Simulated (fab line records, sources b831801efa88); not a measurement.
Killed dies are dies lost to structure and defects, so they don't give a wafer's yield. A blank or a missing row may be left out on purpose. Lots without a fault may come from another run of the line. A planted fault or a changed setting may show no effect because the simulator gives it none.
fab line records | flow sky130
record lots=5 wafers=15 last_day=49
route steps=708 shown VIA1@462 METAL2@483
lots that met no fault: from a run of the same line without faults
start_h: hours from the record's first day to the start of the lot's first wafer shown | wait_h: hours since the lot's step before | " the same as in the row above | L1.1+2: a row that stands for several wafers | - no value, or no start given | * or withheld: withheld | < > ~ a bound
route shown NAME@n: a module of which the file shows steps, and the number in the route of the first | usual: mean/standard deviation of fault-free wafers | same: alike in all rows | chamber/n: place in a boat | sites: the reading at each site | _std_site: their standard deviation | _edge_site: outer sites' mean less inner sites' | radius_mm: how far each site lies from the wafer's centre | mask NAME#n: copy n | behind: the tool/chamber that last shaped the wafer | hold: why the lot was held/for how many hours/how that ended | device: the transistor (n, p or np) that didn't switch | end of line: the same wafers' tests at the end of the route | a step without rows: its recipe alone | killed: dies lost to structure and defects at the first sort, not the wafer's yield | map: a wafer's dies, x killed, . not, _ none there
set.NAME: the setting as run; set.NAME@STEP: as run at that earlier step | model.NAME: the simulator's own value behind a step, which no gauge read
lots at some steps of the route; a table a step, a row a wafer
services: from which hour (start_h, from the record's first day; less than 0 if before it) a tool's chamber was out of use, for how many hours, and why
## steps
# step SKY_VIA1_DEHYDRATE_04
# recipe temp_c=200 time_s=60
# columns lot.wafer tool chamber start_h wait_h
L075.1+2+4 litho_track-03 0 786.26 12.4
L079.2+3+5 litho_track-04 0 810.52 12.8
L080.2+4+6 litho_track-01 0 826.49 12.0
L086.2+5+6 litho_track-03 0 874.93 12.5
L090.2+5+6 litho_track-04 0 908.82 11.6
# step SKY_VIA1_HMDS_05
# recipe prime_time_s=60 prime_temp_c=120
# columns lot.wafer tool chamber start_h wait_h
L075.1+2+4 litho_track-03 0 786.41 0.1
L079.2+3+5 litho_track-04 0 810.67 0.1
L080.2+4+6 litho_track-01 0 826.64 0.1
L086.2+5+6 litho_track-03 0 875.08 0.1
L090.2+5+6 litho_track-04 0 908.97 0.1
# step SKY_VIA1_COAT_06
# recipe resist=BARC temp_c=withheld time_s=withheld spin_rpm=3000 resist_thk_nm=60
# columns lot.wafer tool chamber start_h wait_h
L075.1+2+4 litho_track-03 0 786.56 0.1
L079.2+3+5 litho_track-04 0 810.82 0.1
L080.2+4+6 litho_track-01 0 826.79 0.1
L086.2+5+6 litho_track-03 0 875.23 0.1
L090.2+5+6 litho_track-04 0 909.12 0.1
# step SKY_VIA1_COAT_07
# recipe resist=KrF-thick spin_rpm=3000 resist_thk_nm=450
# columns lot.wafer tool chamber start_h wait_h
L075.1+2+4 litho_track-03 0 - -
L079.2+3+5 litho_track-04 0 - -
L080.2+4+6 litho_track-01 0 - -
L086.2+5+6 litho_track-03 0 - -
L090.2+5+6 litho_track-04 0 - -
# step SKY_VIA1_SOFTBAKE_08
# recipe temp_c=100 time_s=90 resist=KrF-thick
# columns lot.wafer tool chamber start_h wait_h
L075.1+2+4 litho_track-03 0 - -
L079.2+3+5 litho_track-04 0 - -
L080.2+4+6 litho_track-01 0 - -
L086.2+5+6 litho_track-03 0 - -
L090.2+5+6 litho_track-04 0 - -
# step SKY_VIA1_EXPOSE_09
# recipe mask_id=VIM na=0.8 source_shape=annular sigma_inner=0.55 sigma_outer=0.85 target_cd_nm=150 dose_mj=38
# usual reticle_temp_C=23.00/0.11
# same na=0.8
# columns lot.wafer tool chamber start_h wait_h mask reticle_temp_C
L075.1 krf_scanner-01 0 - - VIM#0 23.04
L075.2 " 0 " " VIM#0 22.90
L075.4 " 0 " " VIM#0 22.88
L079.2 krf_scanner-02 0 - - VIM#0 23.09
L079.3 " 0 " " VIM#0 23.05
L079.5 " 0 " " VIM#0 23.21
L080.2 krf_scanner-02 0 - - VIM#0 23.08
L080.4 " 0 " " VIM#0 22.92
L080.6 " 0 " " VIM#0 22.73
L086.2 krf_scanner-01 0 - - VIM#0 22.97
L086.5 " 0 " " VIM#0 23.03
L086.6 " 0 " " VIM#0 22.94
L090.2 krf_scanner-02 0 - - VIM#0 22.90
L090.5 " 0 " " VIM#0 23.04
L090.6 " 0 " " VIM#0 23.14
# step SKY_VIA1_PEB_10
# recipe peb_temp_c=withheld peb_time_s=withheld resist=KrF-thick
# columns lot.wafer tool chamber start_h wait_h
L075.1+2+4 litho_track-03 0 - -
L079.2+3+5 litho_track-04 0 - -
L080.2+4+6 litho_track-03 0 - -
L086.2+5+6 litho_track-01 0 - -
L090.2+5+6 litho_track-03 0 - -
# step SKY_VIA1_DEVELOP_11
# recipe develop_time_s=60 resist=KrF-thick dev_temp_c=21
# columns lot.wafer tool chamber start_h wait_h
L075.1+2+4 litho_track-03 0 - -
L079.2+3+5 litho_track-04 0 - -
L080.2+4+6 litho_track-03 0 - -
L086.2+5+6 litho_track-01 0 - -
L090.2+5+6 litho_track-03 0 - -
# step SKY_VIA1_CD_MEAS_12
# recipe target_cd_nm=150
# usual cd_nm=150.3/1.8
# columns lot.wafer tool chamber start_h wait_h cd_nm
L075.1 cd_sem-02 - 799.86 - 147.2
L075.2 " - " " 147.7
L075.4 " - " " 148.3
L079.2 cd_sem-01 - 824.17 - 150.1
L079.3 " - " " 151.0
L079.5 " - " " 149.1
L080.2 cd_sem-01 - 840.58 - 150.3
L080.4 " - " " 150.7
L080.6 " - " " 150.6
L086.2 cd_sem-01 - 888.69 - 150.1
L086.5 " - " " 147.4
L086.6 " - " " 150.6
L090.2 cd_sem-01 - 922.03 - 152.3
L090.5 " - " " 152.0
L090.6 " - " " 150.8
# step SKY_VIA1_OVL_MEAS_13
# usual VIA1_OVL=0/5.3
# columns lot.wafer tool chamber start_h wait_h VIA1_OVL[nm]
L075.1 overlay-01 - 799.98 0.1 7
L075.2 " - " " 1
L075.4 " - " " -2
L079.2 overlay-02 - 824.27 0.1 6
L079.3 " - " " -1
L079.5 " - " " 6
L080.2 overlay-01 - 840.69 0.1 2
L080.4 " - " " 1
L080.6 " - " " -7
L086.2 overlay-02 - 888.79 0.1 3
L086.5 " - " " 0
L086.6 " - " " 1
L090.2 overlay-01 - 922.14 0.1 -4
L090.5 " - " " 5
L090.6 " - " " 5
# step SKY_VIA1_ETCH_14
# recipe chemistry=N2/H2 target=BARC ion_energy_ev=200 source_w=500 bias_w=100 pressure_mtorr=30 n2_flow_sccm=100 h2_flow_sccm=200 stop_on=SiO2 time_s=45.9 target_depth_a=600
# usual drypump_motor_current_A=5.8/0.45 n2_flow_sccm=100.00/0.29 oes_product_au=0.855/0.0048 throttle_valve_pct=13.226/0.0095
# columns lot.wafer tool chamber start_h wait_h drypump_motor_current_A n2_flow_sccm oes_product_au rf_hours_counter_h throttle_valve_pct
L075.1 rie_diel-01 2 800.01 0.0 5.6 100.04 0.856 20 13.220
L075.2 " 1 " " 5.6 100.10 0.855 16 13.236
L075.4 " 0 " " 5.6 99.76 0.854 13 13.228
L079.2 rie_diel-03 2 824.30 0.0 4.9 99.87 0.863 23 13.230
L079.3 " 0 " " 6.3 100.13 0.854 18 13.234
L079.5 " 1 " " 5.7 100.15 0.856 - 13.206
L080.2 rie_diel-03 1 840.72 0.0 5.7 99.88 0.855 18 13.233
L080.4 " 0 " " 6.3 99.80 0.850 - 13.244
L080.6 " 1 " " 5.7 99.85 0.847 - 13.224
L086.2 rie_diel-02 3 888.82 0.0 5.4 99.32 0.855 11 13.214
L086.5 " 2 " " 6.4 99.97 0.853 - 13.229
L086.6 " 1 " " 5.7 99.72 0.853 - 13.223
L090.2 rie_diel-03 3 922.17 0.0 5.4 100.59 0.855 3 13.220
L090.5 " 3 " " 5.4 100.80 0.853 - 13.215
L090.6 " 2 " " 5.0 100.30 0.852 - 13.219
# step SKY_VIA1_ETCH_15
# recipe target=SiO2 chemistry=C4F8/O2/Ar target_depth_nm=351 stop_on=TiN mask_material=KrF-thick source_w=1500 bias_w=1200 pressure_mtorr=40 c4f8_flow_sccm=withheld O2_flow_sccm=6 Ar_flow_sccm=300 time_s=54
# usual oes_product_au=0.980/0.0056
# columns lot.wafer tool chamber start_h wait_h oes_product_au rf_hours_counter_h
L075.1 rie_diel-01 2 800.06 0.0 0.980 20
L075.2 " 1 " " 0.986 17
L075.4 " 0 " " 0.980 13
L079.2 rie_diel-03 2 824.35 0.0 0.976 23
L079.3 " 0 " " 0.984 18
L079.5 " 1 " " 0.978 -
L080.2 rie_diel-03 1 840.76 0.0 0.976 18
L080.4 " 0 " " 0.981 -
L080.6 " 1 " " 0.982 -
L086.2 rie_diel-02 3 888.86 0.0 0.973 11
L086.5 " 2 " " 0.990 -
L086.6 " 1 " " 0.979 -
L090.2 rie_diel-03 3 922.21 0.0 0.981 3
L090.5 " 3 " " 0.976 -
L090.6 " 2 " " 0.980 -
# step SKY_VIA1_STRIP_16
# recipe chemistry=O2/N2 power_w=1400 pressure_mtorr=1500 platen_temp_c=withheld o2_flow_sccm=3000 n2_flow_sccm=300 overash_fraction=0.5
# usual drypump_motor_current_A=5.4/0.43 n2_flow_sccm=300.0/0.83 oes_product_au=0.416/0.0039 strip_time_to_endpoint_s=4.466/0.022
# columns lot.wafer tool chamber start_h wait_h drypump_motor_current_A n2_flow_sccm oes_product_au rf_hours_counter_h strip_time_to_endpoint_s
L075.1 plasma_asher-04 0 800.10 0.0 6.3 298.9 0.416 5 4.485
L075.2 " 1 " " 5.0 299.1 0.406 5 4.474
L075.4 " 1 " " 5.0 298.8 0.411 - 4.477
L079.2 plasma_asher-01 0 824.39 0.0 5.4 300.8 0.414 60 4.460
L079.3 " 1 " " 5.7 299.3 0.411 - 4.462
L079.5 " 1 " " 5.7 299.7 0.421 - 4.463
L080.2 plasma_asher-03 0 840.80 0.0 5.0 300.4 0.417 101 4.480
L080.4 " 0 " " 5.0 300.0 0.416 - 4.471
L080.6 " 0 " " 5.0 300.9 0.417 - 4.466
L086.2 plasma_asher-01 0 888.91 0.0 5.4 299.2 0.411 66 4.455
L086.5 " 0 " " 5.4 300.2 0.413 - 4.436
L086.6 " 1 " " 5.7 299.4 0.417 - 4.468
L090.2 plasma_asher-04 0 922.25 0.0 6.3 299.6 0.420 15 4.484
L090.5 " 0 " " 6.2 300.1 0.411 - 4.489
L090.6 " 1 " " 5.0 299.9 0.414 - 4.479
# step SKY_VIA1_STRIP_17
# recipe chemistry=post_etch_residue_remover time_s=1200 temp_c=72.5
# columns lot.wafer tool chamber start_h wait_h
L075.1+2+4 wet_bench-04 3 800.20 0.1
L079.2+3+5 wet_bench-01 3 824.49 0.1
L080.2+4+6 wet_bench-04 2 840.90 0.1
L086.2+5+6 wet_bench-01 0 889.01 0.1
L090.2+5+6 wet_bench-04 1 922.35 0.1
# step SKY_VIA1_CLEAN_18
# recipe chemistry=IPA time_s=180 temp_c=25
# columns lot.wafer tool chamber start_h wait_h
L075.1+2+4 wet_bench-03 2 800.55 0.0
L079.2+3+5 wet_bench-04 1 824.83 0.0
L080.2+4+6 wet_bench-03 3 841.25 0.0
L086.2+5+6 wet_bench-04 0 889.35 0.0
L090.2+5+6 wet_bench-01 3 922.73 0.0
# step SKY_VIA1_CLEAN_19
# recipe chemistry=O3/DIW dry=n2_spin
# columns lot.wafer tool chamber start_h wait_h
L075.1+2+4 wet_bench-01 0 800.60 0.0
L079.2+3+5 wet_bench-03 1 824.89 0.0
L080.2+4+6 wet_bench-01 1 841.30 0.0
L086.2+5+6 wet_bench-03 0 889.42 0.0
L090.2+5+6 wet_bench-03 0 922.79 0.0
# step SKY_VIA1_SPUTTER_20
# recipe material=TiN target_thk_nm=20 chamber_pressure_pa=5 power_w=4000 time_s=80
# usual throttle_valve_pct=30.1/0.98
# columns lot.wafer tool chamber start_h wait_h throttle_valve_pct
L075.1 pvd_sputter-02 - 800.70 0.0 30.0
L075.2 " - " " 31.3
L075.4 " - " " 32.3
L079.2 pvd_sputter-03 - 824.98 0.0 28.6
L079.3 " - " " 29.3
L079.5 " - " " 30.4
L080.2 pvd_sputter-02 - 841.40 0.0 29.5
L080.4 " - " " 28.9
L080.6 " - " " 31.3
L086.2 pvd_sputter-03 - 889.51 0.0 30.2
L086.5 " - " " 29.9
L086.6 " - " " 28.6
L090.2 pvd_sputter-04 - 922.88 0.0 29.9
L090.5 " - " " 29.8
L090.6 " - " " 31.3
# step SKY_VIA1_CVD_21
# recipe material=W target_thk_nm=270 time_s=80.902 temp_c=400 pressure_torr=40
# usual heater_power_w=850/53 susceptor_temp_C=399.97/0.2
# columns lot.wafer tool chamber start_h wait_h heater_power_w susceptor_temp_C
L075.1 cvd_w-01 0 800.76 0.0 905 400.27
L075.2 " 1 " " 840 399.96
L075.4 " 1 " " 839 399.98
L079.2 cvd_w-01 1 825.05 0.0 831 399.87
L079.3 " 0 " " 897 399.64
L079.5 " 0 " " 911 399.80
L080.2 cvd_w-01 0 841.46 0.0 897 399.96
L080.4 " 0 " " 920 399.67
L080.6 " 0 " " 907 399.58
L086.2 cvd_w-01 0 889.57 0.0 921 399.89
L086.5 " 1 " " 855 400.18
L086.6 " 0 " " 904 399.76
L090.2 cvd_w-01 0 922.94 0.0 925 399.92
L090.5 " 1 " " 848 400.05
L090.6 " 0 " " 926 399.72
# step SKY_VIA1_RS_MEAS_22
# recipe thk_meas_gauge=four-point-probe reads=W_of_VIA1_CVD_21+TiN_of_VIA1_SPUTTER_20
# usual VIA1_W_RS=0.431/0.0046
# columns lot.wafer tool chamber start_h wait_h VIA1_W_RS[ohm/sq]
L075.1 film_metro-04 - 800.86 0.1 0.433
L075.2 " - " " 0.433
L075.4 " - " " 0.432
L079.2 film_metro-04 - 825.16 0.1 0.436
L079.3 " - " " 0.434
L079.5 " - " " 0.436
L080.2 film_metro-04 - 841.57 0.1 0.433
L080.4 " - " " 0.433
L080.6 " - " " 0.437
L086.2 film_metro-03 - 889.68 0.1 0.438
L086.5 " - " " 0.434
L086.6 " - " " 0.432
L090.2 film_metro-03 - 923.05 0.1 0.427
L090.5 " - " " 0.424
L090.6 " - " " 0.429
# step SKY_VIA1_THK_MEAS_23
# recipe thk_meas_gauge=xrf reads=W_of_VIA1_CVD_21
# usual VIA1_W_THK=270/3.4
# columns lot.wafer tool chamber start_h wait_h VIA1_W_THK[nm]
L075.1 film_metro-04 - 800.98 0.1 269
L075.2 " - " " 267
L075.4 " - " " 268
L079.2 film_metro-04 - 825.27 0.1 268
L079.3 " - " " 271
L079.5 " - " " 270
L080.2 film_metro-04 - 841.68 0.1 271
L080.4 " - " " 271
L080.6 " - " " 269
L086.2 film_metro-03 - 889.79 0.1 262
L086.5 " - " " 265
L086.6 " - " " 265
L090.2 film_metro-03 - 923.16 0.1 270
L090.5 " - " " 272
L090.6 " - " " 268
# step SKY_VIA1_CMP_24
# recipe stop_on=SiO2 t_overpolish_s=15 down_force_psi=3.5 platen_rpm=60 target_thk_nm=0 pad_velocity_m_s=0.94248
# usual motor_current_A=11.0/1.4 overpolish_run_s=14.999/0.0089 platen_rpm=60.00/0.038 time_to_endpoint_s=64/3.6
# columns lot.wafer tool chamber start_h wait_h motor_current_A overpolish_run_s platen_rpm time_to_endpoint_s
L075.2 cmp-01 0 801.09 0.1 10.4 14.990 60.01 65
L075.1 " 1 " " 13.5 15.000 60.04 65
L075.4 " 2 " " 11.9 15.009 59.95 65
L079.2 cmp-01 3 826.16 0.9 8.8 15.010 59.99 60
L079.3 " 1 " " 13.7 14.996 60.00 62
L079.5 " 0 " " 10.3 14.988 59.95 64
L080.2 cmp-01 1 841.78 0.1 13.3 15.000 60.01 63
L080.4 " 2 " " 11.6 14.996 59.94 63
L080.6 " 0 " " 10.8 15.009 59.98 64
L086.2 cmp-02 2 889.99 0.2 9.5 15.015 59.96 62
L086.5 " 3 " " 12.5 14.995 59.99 71
L086.6 " 0 " " 9.9 15.001 59.95 62
L090.2 cmp-02 1 923.31 0.1 10.7 15.004 59.98 59
L090.6 " 3 " " 12.3 14.991 59.97 67
L090.5 " 0 " " 10.3 14.990 60.01 62
# step SKY_METAL2_SPUTTER_00
# recipe material=Ti target_thk_nm=15 power_w=3000 time_s=10 chamber_pressure_pa=0.4
# usual throttle_valve_pct=29.6/1.2
# columns lot.wafer tool chamber start_h wait_h throttle_valve_pct
L075.1 pvd_sputter-02 - 801.34 0.1 28.8
L075.2 " - " " 32.0
L075.4 " - " " 29.8
L079.2 pvd_sputter-02 - 826.46 0.2 31.2
L079.3 " - " " 32.0
L079.5 " - " " 29.8
L080.2 pvd_sputter-02 - 842.03 0.2 32.0
L080.4 " - " " 29.7
L080.6 " - " " 31.5
L086.2 pvd_sputter-01 - 890.14 0.1 29.4
L086.5 " - " " 29.4
L086.6 " - " " 29.1
L090.2 pvd_sputter-01 - 923.51 0.1 29.5
L090.5 " - " " 28.7
L090.6 " - " " 29.3
# step SKY_METAL2_SPUTTER_01
# recipe material=TiN target_thk_nm=20 power_w=6500 time_s=16.7 chamber_pressure_pa=0.4
# usual throttle_valve_pct=29.6/1.2
# columns lot.wafer tool chamber start_h wait_h throttle_valve_pct
L075.1 pvd_sputter-02 - 801.36 0.0 28.7
L075.2 " - " " 32.2
L075.4 " - " " 29.6
L079.2 pvd_sputter-02 - 826.48 0.0 31.3
L079.3 " - " " 32.0
L079.5 " - " " 29.3
L080.2 pvd_sputter-02 - 842.05 0.0 32.0
L080.4 " - " " 29.6
L080.6 " - " " 31.9
L086.2 pvd_sputter-01 - 890.16 0.0 29.2
L086.5 " - " " 29.2
L086.6 " - " " 29.2
L090.2 pvd_sputter-01 - 923.53 0.0 29.4
L090.5 " - " " 28.3
L090.6 " - " " 29.2
# step SKY_METAL2_SPUTTER_02
# recipe material=AlCu target_thk_nm=250 power_w=10600 time_s=13.3 chamber_pressure_pa=0.4
# usual throttle_valve_pct=29.6/1.2
# columns lot.wafer tool chamber start_h wait_h throttle_valve_pct
L075.1 pvd_sputter-02 - 801.39 0.0 28.9
L075.2 " - " " 31.8
L075.4 " - " " 29.7
L079.2 pvd_sputter-02 - 826.51 0.0 31.0
L079.3 " - " " 32.0
L079.5 " - " " 29.6
L080.2 pvd_sputter-02 - 842.08 0.0 31.9
L080.4 " - " " 29.7
L080.6 " - " " 32.0
L086.2 pvd_sputter-01 - 890.19 0.0 29.4
L086.5 " - " " 29.2
L086.6 " - " " 29.5
L090.2 pvd_sputter-01 - 923.56 0.0 29.2
L090.5 " - " " 28.4
L090.6 " - " " 29.3
# step SKY_METAL2_SPUTTER_03
# recipe material=Ti target_thk_nm=5 power_w=3000 time_s=3.3 chamber_pressure_pa=0.4
# usual throttle_valve_pct=29.6/1.2
# columns lot.wafer tool chamber start_h wait_h throttle_valve_pct
L075.1 pvd_sputter-02 - 801.41 0.0 28.8
L075.2 " - " " 31.9
L075.4 " - " " 29.8
L079.2 pvd_sputter-02 - 826.53 0.0 31.5
L079.3 " - " " 31.8
L079.5 " - " " 29.8
L080.2 pvd_sputter-02 - 842.10 0.0 32.0
L080.4 " - " " 29.6
L080.6 " - " " 31.8
L086.2 pvd_sputter-01 - 890.21 0.0 29.4
L086.5 " - " " 29.3
L086.6 " - " " 29.2
L090.2 pvd_sputter-01 - 923.58 0.0 29.4
L090.5 " - " " 28.6
L090.6 " - " " 29.2
# step SKY_METAL2_SPUTTER_04
# recipe material=TiN target_thk_nm=70 power_w=6500 time_s=58.3 chamber_pressure_pa=0.4
# usual throttle_valve_pct=29.6/1.2
# columns lot.wafer tool chamber start_h wait_h throttle_valve_pct
L075.1 pvd_sputter-02 - 801.43 0.0 29.1
L075.2 " - " " 31.8
L075.4 " - " " 29.7
L079.2 pvd_sputter-02 - 826.55 0.0 31.3
L079.3 " - " " 32.2
L079.5 " - " " 29.9
L080.2 pvd_sputter-02 - 842.12 0.0 32.0
L080.4 " - " " 29.7
L080.6 " - " " 32.0
L086.2 pvd_sputter-01 - 890.23 0.0 29.3
L086.5 " - " " 29.2
L086.6 " - " " 29.3
L090.2 pvd_sputter-01 - 923.60 0.0 29.3
L090.5 " - " " 28.6
L090.6 " - " " 29.2
# step SKY_METAL2_RS_MEAS_05
# recipe thk_meas_gauge=four-point-probe reads=TiN_of_METAL2_SPUTTER_04+Ti_of_METAL2_SPUTTER_03+AlCu_of_METAL2_SPUTTER_02+TiN_of_METAL2_SPUTTER_01+Ti_of_METAL2_SPUTTER_00
# usual METAL2_ALCU_RS=0.1271/0.0013
# columns lot.wafer tool chamber start_h wait_h METAL2_ALCU_RS[ohm/sq]
L075.1 film_metro-03 - 801.48 0.0 0.1273
L075.2 " - " " 0.1265
L075.4 " - " " 0.1282
L079.2 film_metro-03 - 826.62 0.0 0.1282
L079.3 " - " " 0.1286
L079.5 " - " " 0.1296
L080.2 film_metro-02 - 842.19 0.0 0.1241
L080.4 " - " " 0.1254
L080.6 " - " " 0.1239
L086.2 film_metro-02 - 890.30 0.0 0.1230
L086.5 " - " " 0.1244
L086.6 " - " " 0.1264
L090.2 film_metro-02 - 923.67 0.0 0.1235
L090.5 " - " " 0.1258
L090.6 " - " " 0.1260
# step SKY_METAL2_THK_MEAS_06
# recipe thk_meas_gauge=xrf reads=AlCu_of_METAL2_SPUTTER_02
# usual METAL2_ALCU_THK=248/3
# columns lot.wafer tool chamber start_h wait_h METAL2_ALCU_THK[nm]
L075.1 film_metro-03 - 801.60 0.1 249
L075.2 " - " " 249
L075.4 " - " " 246
L079.2 film_metro-03 - 826.73 0.1 246
L079.3 " - " " 246
L079.5 " - " " 241
L080.2 film_metro-02 - 842.30 0.1 253
L080.4 " - " " 251
L080.6 " - " " 256
L086.2 film_metro-02 - 890.41 0.1 258
L086.5 " - " " 256
L086.6 " - " " 251
L090.2 film_metro-02 - 923.78 0.1 257
L090.5 " - " " 251
L090.6 " - " " 251
# step SKY_METAL2_DEHYDRATE_07
# recipe temp_c=200 time_s=60
# columns lot.wafer tool chamber start_h wait_h
L075.1+2+4 litho_track-02 0 813.84 12.2
L079.2+3+5 litho_track-03 0 839.08 12.3
L080.2+4+6 litho_track-04 0 853.72 11.4
L086.2+5+6 litho_track-03 0 902.43 12.0
L090.2+5+6 litho_track-03 0 935.14 11.3
# step SKY_METAL2_HMDS_08
# recipe prime_time_s=60 prime_temp_c=120
# columns lot.wafer tool chamber start_h wait_h
L075.1+2+4 litho_track-02 0 813.99 0.1
L079.2+3+5 litho_track-03 0 839.23 0.1
L080.2+4+6 litho_track-04 0 853.87 0.1
L086.2+5+6 litho_track-03 0 902.58 0.1
L090.2+5+6 litho_track-03 0 935.29 0.1
# step SKY_METAL2_COAT_09
# recipe resist=BARC temp_c=withheld time_s=withheld spin_rpm=3000 resist_thk_nm=60
# columns lot.wafer tool chamber start_h wait_h
L075.1+2+4 litho_track-02 0 814.14 0.1
L079.2+3+5 litho_track-03 0 839.38 0.1
L080.2+4+6 litho_track-04 0 854.02 0.1
L086.2+5+6 litho_track-03 0 902.73 0.1
L090.2+5+6 litho_track-03 0 935.44 0.1
# step SKY_METAL2_COAT_10
# recipe resist=KrF-thick spin_rpm=3000 resist_thk_nm=450
# columns lot.wafer tool chamber start_h wait_h
L075.1+2+4 litho_track-02 0 - -
L079.2+3+5 litho_track-03 0 - -
L080.2+4+6 litho_track-04 0 - -
L086.2+5+6 litho_track-03 0 - -
L090.2+5+6 litho_track-03 0 - -
# step SKY_METAL2_SOFTBAKE_11
# recipe temp_c=100 time_s=90 resist=KrF-thick
# columns lot.wafer tool chamber start_h wait_h
L075.1+2+4 litho_track-02 0 - -
L079.2+3+5 litho_track-03 0 - -
L080.2+4+6 litho_track-04 0 - -
L086.2+5+6 litho_track-03 0 - -
L090.2+5+6 litho_track-03 0 - -
# step SKY_METAL2_EXPOSE_12
# recipe mask_id=MM2 na=0.8 source_shape=annular sigma_inner=0.55 sigma_outer=0.85 target_cd_nm=140 dose_mj=28
# usual reticle_temp_C=23.01/0.1
# same na=0.8
# columns lot.wafer tool chamber start_h wait_h mask reticle_temp_C
L075.1 krf_scanner-01 0 - - MM2#0 23.05
L075.2 " 0 " " MM2#0 23.00
L075.4 " 0 " " MM2#0 22.94
L079.2 krf_scanner-02 0 - - MM2#0 23.12
L079.3 " 0 " " MM2#0 22.99
L079.5 " 0 " " MM2#0 22.96
L080.2 krf_scanner-01 0 - - MM2#0 23.09
L080.4 " 0 " " MM2#0 23.04
L080.6 " 0 " " MM2#0 23.11
L086.2 krf_scanner-02 0 - - MM2#0 22.90
L086.5 " 0 " " MM2#0 22.94
L086.6 " 0 " " MM2#0 22.84
L090.2 krf_scanner-01 0 - - MM2#0 23.03
L090.5 " 0 " " MM2#0 22.98
L090.6 " 0 " " MM2#0 22.97
# step SKY_METAL2_PEB_13
# recipe peb_temp_c=withheld peb_time_s=withheld resist=KrF-thick
# columns lot.wafer tool chamber start_h wait_h
L075.1+2+4 litho_track-03 0 - -
L079.2+3+5 litho_track-02 0 - -
L080.2+4+6 litho_track-04 0 - -
L086.2+5+6 litho_track-02 0 - -
L090.2+5+6 litho_track-02 0 - -
# step SKY_METAL2_DEVELOP_14
# recipe develop_time_s=60 resist=KrF-thick dev_temp_c=21
# columns lot.wafer tool chamber start_h wait_h
L075.1+2+4 litho_track-03 0 - -
L079.2+3+5 litho_track-02 0 - -
L080.2+4+6 litho_track-04 0 - -
L086.2+5+6 litho_track-02 0 - -
L090.2+5+6 litho_track-02 0 - -
# step SKY_METAL2_CD_MEAS_15
# recipe target_cd_nm=140
# usual cd_nm=140.6/1.6
# columns lot.wafer tool chamber start_h wait_h cd_nm
L075.1 cd_sem-01 - 827.26 - 140.5
L075.2 " - " " 140.9
L075.4 " - " " 141.2
L079.2 cd_sem-01 - 852.46 - 141.2
L079.3 " - " " 140.8
L079.5 " - " " 140.3
L080.2 cd_sem-02 - 868.22 - 140.3
L080.4 " - " " 141.6
L080.6 " - " " 140.5
L086.2 cd_sem-01 - 915.61 - 140.4
L086.5 " - " " 142.6
L086.6 " - " " 143.3
L090.2 cd_sem-01 - 947.96 - 139.2
L090.5 " - " " 141.6
L090.6 " - " " 142.1
# step SKY_METAL2_OVL_MEAS_16
# usual METAL2_OVL=0/5
# columns lot.wafer tool chamber start_h wait_h METAL2_OVL[nm]
L075.1 overlay-02 - 827.38 0.1 -2
L075.2 " - " " 4
L075.4 " - " " -2
L079.2 overlay-02 - 852.56 0.1 -2
L079.3 " - " " 0
L079.5 " - " " -1
L080.2 overlay-02 - 868.32 0.1 -1
L080.4 " - " " 3
L080.6 " - " " -1
L086.2 overlay-02 - 915.71 0.1 9
L086.5 " - " " 2
L086.6 " - " " 6
L090.2 overlay-02 - 948.06 0.1 7
L090.5 " - " " -3
L090.6 " - " " -1
# step SKY_METAL2_DESCUM_17
# recipe chemistry=O2 source_power_w=150 bias_power_w=0 pressure_mtorr=10 temp_c=40 time_s=8
# usual drypump_motor_current_A=5.89/0.17 oes_product_au=1.000/0.0094
# same bias_power_w=0
# columns lot.wafer tool chamber start_h wait_h drypump_motor_current_A oes_product_au rf_hours_counter_h
L075.1 rie_metal-01 1 827.42 0.0 5.71 1.011 17
L075.2 " 0 " " 6.04 1.012 6
L075.4 " 0 " " 6.04 1.004 -
L079.2 rie_metal-03 0 852.60 0.0 5.77 0.998 -
L079.3 " 0 " " 5.76 0.997 -
L079.5 " 0 " " 5.77 0.993 -
L080.2 rie_metal-01 0 868.36 0.0 6.06 0.994 -
L080.4 " 0 " " 6.06 1.001 -
L080.6 " 0 " " 6.06 1.003 -
L086.2 rie_metal-03 1 915.75 0.0 5.71 0.998 -
L086.5 " 1 " " 5.72 1.012 -
L086.6 " 1 " " 5.71 1.013 -
L090.2 rie_metal-03 0 948.09 0.0 5.77 1.006 1
L090.5 " 1 " " 5.68 0.994 -
L090.6 " 0 " " 5.73 1.004 -
# step SKY_METAL2_ETCH_18
# recipe chemistry=N2/H2 target=BARC ion_energy_ev=200 bias_w=100 pressure_mtorr=30 n2_flow_sccm=100 h2_flow_sccm=200 icp_w=500 stop_on=SiO2 time_s=45.9 target_depth_a=600
# usual drypump_motor_current_A=5.90/0.16 n2_flow_sccm=100.0/0.31 oes_product_au=0.855/0.0048 throttle_valve_pct=13.226/0.0093
# columns lot.wafer tool chamber start_h wait_h drypump_motor_current_A n2_flow_sccm oes_product_au rf_hours_counter_h throttle_valve_pct
L075.1 rie_metal-01 1 827.45 0.0 5.75 100.0 0.862 17 13.226
L075.2 " 0 " " 6.01 99.6 0.859 6 13.221
L075.4 " 0 " " 6.03 100.0 0.854 - 13.234
L079.2 rie_metal-03 0 852.68 0.1 5.74 100.1 0.855 - 13.230
L079.3 " 0 " " 5.78 100.4 0.849 - 13.242
L079.5 " 0 " " 5.77 100.4 0.843 - 13.220
L080.2 rie_metal-01 0 868.44 0.1 6.00 99.9 0.856 - 13.230
L080.4 " 0 " " 6.02 100.2 0.855 - 13.225
L080.6 " 0 " " 6.02 100.0 0.858 - 13.225
L086.2 rie_metal-03 1 915.83 0.1 5.71 100.0 0.861 - 13.232
L086.5 " 1 " " 5.72 100.2 0.852 - 13.234
L086.6 " 1 " " 5.73 99.6 0.855 - 13.223
L090.2 rie_metal-03 0 948.12 0.0 5.77 99.9 0.855 1 13.224
L090.5 " 1 " " 5.71 100.1 0.860 - 13.209
L090.6 " 0 " " 5.77 99.8 0.855 - 13.232
## services
# columns tool chamber start_h hours kind
rie_metal-03 1 779.25 5.1 repair
cmp-01 - 819.08 1.6 repair
rie_metal-03 1 825.27 60.9 repair
wet_bench-04 - 831.01 3.2 repair
krf_scanner-01 - 831.84 1.0 pm
pvd_sputter-02 - 831.94 8.7 repair
krf_scanner-01 - 849.07 1.3 pm
krf_scanner-02 - 852.95 0.8 pm
rie_metal-01 1 857.00 50.2 repair
krf_scanner-02 - 878.27 1.3 pm
rie_metal-01 0 881.27 10.1 repair
rie_metal-01 - 889.70 2.7 repair
krf_scanner-01 - 889.70 0.3 repair
krf_scanner-01 - 890.23 0.5 repair
wet_bench-01 - 900.35 1.9 pm
wet_bench-03 - 902.60 1.1 repair
krf_scanner-02 - 903.78 1.0 pm
krf_scanner-01 - 906.36 0.8 pm
wet_bench-03 - 919.38 1.9 pm
wet_bench-04 - 924.00 26.6 pm
cvd_w-01 - 938.12 2.8 pm
krf_scanner-01 - 938.64 0.2 repair
rie_diel-03 - 942.13 2.0 repair
krf_scanner-01 - 947.99 0.8 repair
## key
fault none
